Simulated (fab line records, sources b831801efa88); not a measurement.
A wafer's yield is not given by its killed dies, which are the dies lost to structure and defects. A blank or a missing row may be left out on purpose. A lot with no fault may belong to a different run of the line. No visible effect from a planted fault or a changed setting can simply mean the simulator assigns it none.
fab line records	flow sky130
record: lots: 14	wafers: 42	last-day: 50
route steps=708 shown VT_ADJUST_PCH@145 SONOS_ONO@171 GATE_OXIDE@201 POLY_CUT@315
lots untouched by any fault: they come from a run of this same line in which no faults occurred
start-h: the number of hours between the record's first day and the start of the first shown wafer of the lot	wait-h: hours from the lot's prior step to this one	" as in the row above	L1.1+2: one row covering several wafers at once	- no value present, or no start provided	* or withheld: withheld	< > ~ a bound
route shown NAME@n: a module of which the file shows steps, and the number in the route of the first	usual: mean/standard deviation taken from wafers without a fault	same: alike in all rows	chamber/n: place in a boat	sites: readings site by site	_std_site: standard deviation across them	_edge_site: the outer-site mean with the inner-site mean subtracted	radius-mm: for every site, how far away it sits from the centre of the wafer	mask NAME#n: copy n	behind: tool/chamber where the wafer was last shaped	hold: what put the lot on hold/how long, in hours/how the hold closed	device: whichever transistor did not switch (one of n, p or np)	end of line: tests of these same wafers at the route's end	for a step that has no rows: nothing shown but its recipe	killed: dies lost to structure and defects at the first sort, not the wafer's yield	map: per-die view of a wafer (x killed, . not killed, _ where there is no die)
set.NAME: setting as actually run; set.NAME@STEP: the setting as run at that earlier step	model.NAME: the simulator's own value behind a step, which no gauge read
the route's steps for a sample of lots (tables are steps, rows are wafers)
services: from which hour (start-h, from the record's first day; less than 0 if before it) a tool's chamber was out of use, for how many hours, and why
== steps ==
step: SKY_VT_ADJUST_PCH_COAT_02
recipe: spin-rpm: 2000	resist-thk-nm: 3000
usual: dispense-pressure-kPa: 51.2/0.81	exhaust-pa: 44.9/0.85	spin-speed-rpm: 1999.9/1.1
lot.wafer	tool	chamber	start-h	wait-h	dispense-pressure-kPa	exhaust-pa	spin-speed-rpm
L822.1	litho-track-02	0	215.65	0.1	52.6	45.8	1998.6
L822.3	"	0	"	"	52.6	46.1	2000.2
L822.6	"	0	"	"	52.6	44.4	2000.6
L823.1	litho-track-01	0	221.72	0.1	51.0	44.4	1999.3
L823.4	"	0	"	"	51.0	44.1	1999.8
L823.6	"	0	"	"	51.0	45.1	1999.5
L824.1	litho-track-04	0	231.62	0.1	50.7	46.1	1999.9
L824.3	"	0	"	"	50.7	46.5	2000.1
L824.4	"	0	"	"	50.7	44.7	1999.6
L825.1	litho-track-02	0	236.50	0.1	52.6	44.5	2002.1
L825.2	"	0	"	"	52.6	44.3	2001.5
L825.5	"	0	"	"	52.6	44.3	2002.1
L826.2	litho-track-04	0	238.20	0.1	50.7	45.4	1999.2
L826.5	"	0	"	"	50.7	45.0	1998.3
L826.6	"	0	"	"	50.7	45.1	1998.8
L827.1	litho-track-01	0	256.22	0.1	51.0	45.7	1998.6
L827.2	"	0	"	"	50.9	46.0	1998.8
L827.4	"	0	"	"	51.0	45.9	2001.1
L828.1	litho-track-04	0	260.32	0.1	50.7	45.1	1998.3
L828.3	"	0	"	"	50.7	45.3	2001.4
L828.4	"	0	"	"	50.7	44.4	1997.9
L829.1	litho-track-04	0	271.42	0.1	50.7	44.3	2000.7
L829.3	"	0	"	"	50.8	45.3	2000.1
L829.6	"	0	"	"	50.7	45.0	1999.8
L833.3	litho-track-02	0	301.90	0.1	52.6	44.0	1998.9
L833.4	"	0	"	"	52.6	45.1	1999.8
L833.5	"	0	"	"	52.6	44.4	2000.4
L835.2	litho-track-01	0	310.84	0.1	50.9	44.4	2000.3
L835.3	"	0	"	"	50.9	45.1	2000.0
L835.6	"	0	"	"	50.9	45.2	2000.9
L836.3	litho-track-04	0	322.67	0.1	50.7	44.3	2435.4
L836.5	"	0	"	"	50.6	45.4	2435.5
L836.6	"	0	"	"	50.7	45.1	2434.3
L837.1	litho-track-04	0	332.27	0.1	50.7	44.8	2434.3
L837.2	"	0	"	"	50.7	45.5	2436.9
L837.6	"	0	"	"	50.7	45.3	2435.7
L844.1	litho-track-01	0	377.07	0.1	50.9	45.5	2000.7
L844.3	"	0	"	"	50.9	45.3	2001.3
L844.6	"	0	"	"	51.0	46.2	2000.9
L845.2	litho-track-02	0	390.62	0.1	52.6	43.7	1999.2
L845.3	"	0	"	"	52.6	46.2	1999.4
L845.4	"	0	"	"	52.6	45.1	1998.9
step: SKY_VT_ADJUST_PCH_STRIP_09
recipe: chemistry: O2/N2	power-w: 1400	pressure-mtorr: 1500	platen-temp-c: withheld	o2-flow-sccm: 3000	n2-flow-sccm: 300	overash-fraction: 0.5
usual: chamber-pressure-mTorr: 1500.1/1.6	drypump-motor-current-A: 5.6/0.53	n2-flow-sccm: 299.9/0.76	oes-product-au: 0.722/0.0044	strip-time-to-endpoint-s: 36.90/0.13
lot.wafer	tool	chamber	start-h	wait-h	chamber-pressure-mTorr	drypump-motor-current-A	n2-flow-sccm	oes-product-au	rf-hours-counter-h	strip-time-to-endpoint-s
L822.1	plasma-asher-03	1	227.56	0.1	1500.2	5.9	301.0	0.722	56	37.10
L822.3	"	1	"	"	1499.6	5.9	300.8	0.719	-	37.03
L822.6	"	1	"	"	1498.8	5.9	300.7	0.729	-	37.13
L823.1	plasma-asher-02	1	233.08	0.1	1499.0	5.6	300.0	0.718	52	36.96
L823.4	"	1	"	"	1501.5	5.6	300.2	0.718	-	37.05
L823.6	"	0	"	"	1499.6	4.9	300.7	0.728	-	36.88
L824.1	plasma-asher-02	1	244.35	0.2	1500.0	5.5	300.1	0.719	53	36.72
L824.3	"	0	"	"	1499.7	4.9	299.8	0.715	-	36.81
L824.4	"	1	"	"	1498.7	5.5	300.0	0.720	-	36.94
L825.1	plasma-asher-02	1	249.38	0.2	1501.6	5.5	300.2	0.723	53	36.72
L825.2	"	0	"	"	1502.0	5.0	299.1	0.727	53	36.88
L825.5	"	1	"	"	1497.8	5.6	300.3	0.721	-	36.84
L826.2	plasma-asher-04	1	250.33	0.2	1498.9	5.3	299.3	0.719	13	37.05
L826.5	"	0	"	"	1499.0	6.6	299.7	0.725	-	36.97
L826.6	"	1	"	"	1501.4	5.3	299.0	0.723	-	36.93
L827.1	plasma-asher-02	1	268.86	0.1	1500.2	5.5	298.7	0.726	55	36.99
L827.2	"	0	"	"	1501.6	4.9	299.5	0.730	55	36.99
L827.4	"	1	"	"	1499.5	5.5	298.4	0.726	-	36.99
L828.1	plasma-asher-02	0	274.21	0.1	1501.2	4.9	299.7	0.723	55	36.84
L828.3	"	1	"	"	1500.8	5.5	299.9	0.728	-	36.78
L828.4	"	0	"	"	1499.6	4.9	300.5	0.732	-	36.74
L829.1	plasma-asher-03	0	284.51	0.1	1501.2	6.0	298.3	0.719	61	36.79
L829.3	"	1	"	"	1498.0	5.9	299.8	0.723	-	36.70
L829.6	"	0	"	"	1501.9	6.0	299.3	0.717	-	36.70
L833.3	plasma-asher-02	1	314.54	0.1	1500.6	5.6	300.2	0.722	-	36.94
L833.4	"	0	"	"	1498.6	4.9	298.6	0.721	-	36.93
L833.5	"	1	"	"	1501.3	5.5	299.8	0.718	-	36.97
L835.2	plasma-asher-02	1	324.16	0.1	1501.7	5.5	299.9	0.730	60	36.76
L835.3	"	1	"	"	1498.3	5.5	300.3	0.733	-	36.81
L835.6	"	0	"	"	1502.7	4.9	299.5	0.718	-	36.83
L836.3	plasma-asher-04	1	336.29	0.1	1512.1	5.3	299.3	0.726	-	33.54
L836.5	"	1	"	"	1500.2	5.3	299.3	0.721	-	33.53
L836.6	"	0	"	"	1498.5	6.6	299.8	0.722	-	33.50
L837.1	plasma-asher-02	1	345.41	0.1	1498.8	5.6	300.5	0.723	63	33.59
L837.2	"	0	"	"	1499.4	5.0	299.9	0.721	63	33.61
L837.6	"	0	"	"	1499.3	4.9	299.1	0.718	-	33.57
L844.1	plasma-asher-02	1	392.38	0.1	1500.7	5.6	300.3	0.722	67	37.03
L844.3	"	1	"	"	1498.9	5.6	300.5	0.729	-	36.90
L844.6	"	0	"	"	1499.8	4.9	300.1	0.725	-	37.12
L845.2	plasma-asher-02	0	405.30	0.1	1501.2	4.9	300.3	0.711	69	36.94
L845.3	"	1	"	"	1499.5	5.5	300.1	0.719	-	36.87
L845.4	"	0	"	"	1499.5	4.9	300.4	0.718	-	36.99
step: SKY_SONOS_ONO_THK_MEAS_03
recipe: reads: Si3N4_of_SONOS_ONO_CVD_02
usual: SONOS_ONO_CVD_02_THK: 10.57/0.13
lot.wafer	tool	chamber	start-h	wait-h	SONOS_ONO_CVD_02_THK[nm]
L822.1	film-metro-03	-	257.03	0.0	10.58
L822.3	"	-	"	"	10.53
L822.6	"	-	"	"	10.53
L823.1	film-metro-04	-	261.22	0.0	10.69
L823.4	"	-	"	"	10.80
L823.6	"	-	"	"	10.79
L824.1	film-metro-02	-	272.64	0.0	10.38
L824.3	"	-	"	"	10.44
L824.4	"	-	"	"	10.37
L825.1	film-metro-03	-	279.29	0.0	10.75
L825.2	"	-	"	"	10.74
L825.5	"	-	"	"	10.88
L826.2	film-metro-02	-	279.30	0.0	10.70
L826.5	"	-	"	"	10.65
L826.6	"	-	"	"	10.60
L827.1	film-metro-02	-	299.84	0.0	10.49
L827.2	"	-	"	"	10.61
L827.4	"	-	"	"	10.51
L828.1	film-metro-03	-	302.33	0.0	10.58
L828.3	"	-	"	"	10.50
L828.4	"	-	"	"	10.74
L829.1	film-metro-03	-	315.60	0.0	10.48
L829.3	"	-	"	"	10.36
L829.6	"	-	"	"	10.44
L833.3	film-metro-04	-	347.51	0.0	10.43
L833.4	"	-	"	"	10.41
L833.5	"	-	"	"	10.60
L835.2	film-metro-03	-	354.82	0.0	10.36
L835.3	"	-	"	"	10.43
L835.6	"	-	"	"	10.37
L836.3	film-metro-04	-	366.70	0.0	10.70
L836.5	"	-	"	"	10.68
L836.6	"	-	"	"	10.51
L837.1	film-metro-04	-	377.34	0.0	10.47
L837.2	"	-	"	"	10.52
L837.6	"	-	"	"	10.43
L844.1	film-metro-03	-	425.32	0.0	10.79
L844.3	"	-	"	"	10.93
L844.6	"	-	"	"	10.83
L845.2	film-metro-04	-	439.10	0.0	10.66
L845.3	"	-	"	"	10.61
L845.4	"	-	"	"	10.62
step: SKY_GATE_OXIDE_TW_MEAS_14
usual: GATE_OXIDE_TW: 224.9/1.8
lot.wafer	tool	chamber	start-h	wait-h	GATE_OXIDE_TW
L822.1	film-metro-03	-	311.75	0.1	226.5
L822.3	"	-	"	"	225.6
L822.6	"	-	"	"	225.5
L823.1	film-metro-01	-	315.93	0.1	227.1
L823.4	"	-	"	"	225.3
L823.6	"	-	"	"	226.1
L824.1	film-metro-03	-	329.24	0.1	225.3
L824.3	"	-	"	"	225.7
L824.4	"	-	"	"	226.4
L825.1	film-metro-02	-	334.85	0.1	222.5
L825.2	"	-	"	"	223.2
L825.5	"	-	"	"	222.2
L826.2	film-metro-01	-	335.02	0.1	226.8
L826.5	"	-	"	"	226.5
L826.6	"	-	"	"	228.1
L827.1	film-metro-03	-	358.06	0.1	225.8
L827.2	"	-	"	"	225.9
L827.4	"	-	"	"	225.8
L828.1	film-metro-02	-	361.58	0.1	221.5
L828.3	"	-	"	"	223.1
L828.4	"	-	"	"	223.0
L829.1	film-metro-02	-	374.28	0.1	222.5
L829.3	"	-	"	"	223.0
L829.6	"	-	"	"	222.1
L833.3	film-metro-03	-	409.18	0.1	224.1
L833.4	"	-	"	"	224.7
L833.5	"	-	"	"	224.3
L835.2	film-metro-01	-	417.19	0.1	225.9
L835.3	"	-	"	"	225.1
L835.6	"	-	"	"	227.5
L836.3	film-metro-03	-	430.21	0.1	224.4
L836.5	"	-	"	"	224.3
L836.6	"	-	"	"	223.7
L837.1	film-metro-03	-	440.61	0.1	224.5
L837.2	"	-	"	"	224.0
L837.6	"	-	"	"	225.4
L844.1	film-metro-03	-	490.64	0.1	224.9
L844.3	"	-	"	"	224.8
L844.6	"	-	"	"	224.2
L845.2	film-metro-02	-	504.33	0.1	223.1
L845.3	"	-	"	"	222.4
L845.4	"	-	"	"	221.8
step: SKY_POLY_CUT_CD_MEAS_08
recipe: target-cd-nm: 270
usual: cd-nm: 270.4/1.7
lot.wafer	tool	chamber	start-h	wait-h	cd-nm
L822.1	cd-sem-02	-	562.75	-	270.1
L822.3	"	-	"	"	270.6
L822.6	"	-	"	"	269.6
L823.1	cd-sem-01	-	567.60	-	271.1
L823.4	"	-	"	"	270.4
L823.6	"	-	"	"	270.9
L824.1	cd-sem-02	-	580.25	-	270.1
L824.3	"	-	"	"	271.2
L824.4	"	-	"	"	270.6
L826.2	cd-sem-02	-	586.67	-	268.8
L826.5	"	-	"	"	266.7
L826.6	"	-	"	"	267.0
L825.1	cd-sem-02	-	586.95	-	271.2
L825.2	"	-	"	"	272.1
L825.5	"	-	"	"	271.8
L827.1	cd-sem-02	-	609.70	-	272.8
L827.2	"	-	"	"	272.1
L827.4	"	-	"	"	272.8
L828.1	cd-sem-02	-	614.15	-	270.3
L828.3	"	-	"	"	272.2
L828.4	"	-	"	"	271.1
L829.1	cd-sem-02	-	625.85	-	269.4
L829.3	"	-	"	"	268.8
L829.6	"	-	"	"	269.5
L833.3	cd-sem-02	-	657.79	-	271.6
L833.4	"	-	"	"	270.5
L833.5	"	-	"	"	270.6
L835.2	cd-sem-02	-	670.29	-	270.7
L835.3	"	-	"	"	271.2
L835.6	"	-	"	"	271.3
L836.3	cd-sem-02	-	679.64	-	270.0
L836.5	"	-	"	"	270.0
L836.6	"	-	"	"	271.7
L837.1	cd-sem-02	-	690.20	-	270.6
L837.2	"	-	"	"	271.1
L837.6	"	-	"	"	271.2
L844.1	cd-sem-02	-	736.70	-	271.5
L844.3	"	-	"	"	271.5
L844.6	"	-	"	"	272.5
L845.2	cd-sem-02	-	749.32	-	268.3
L845.3	"	-	"	"	269.4
L845.4	"	-	"	"	268.2
== services ==
tool	chamber	start-h	hours	kind
plasma-asher-02	-	215.61	13.1	repair
plasma-asher-03	-	338.23	4.0	repair
litho-track-02	-	383.82	-	consumable-replace:filter
plasma-asher-03	-	386.30	14.6	pm
== key ==
first-sign: step: SKY_VT_ADJUST_PCH_COAT_02	reading: spin-speed-rpm	direction: up	sigmas: 99+	usual: 1999.9	struck: 2435.3
effect: step: SKY_VT_ADJUST_PCH_STRIP_09	reading: strip-time-to-endpoint-s	direction: down	sigmas: 27	usual: *	struck: *
met-at SKY_VT_ADJUST_PCH_COAT_02
struck-lots L836,L837
sort-left-out L836.3,L836.5,L836.6,L837.1,L837.2,L837.6
tester-left-out L836,L837
not-acting-at SKY_SONOS_ONO_THK_MEAS_03,SKY_GATE_OXIDE_TW_MEAS_14,SKY_POLY_CUT_CD_MEAS_08
onset-between 271.42 322.67
fault: kind: process-parameter-drift	tool: litho-track-04	chamber: -	onset-h: 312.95	steps: SKY_VT_ADJUST_PCH_COAT_02	channel: spin-rpm	offset: 435.93	shape: step	end-h: 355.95	acts-in: these-recipes-only	stated: 2000
tester-left-out: of these lots the tester's yield and bins aren't shown, on N5 and GAA mostly nor the transistor test; their killed dies are dies lost to structure and defects alone, not to doping, threshold or leakage, so they don't give the yield
sort-left-out: the simulated sort isn't trusted on such a fault, so these wafers' sort isn't shown, and their yield isn't known
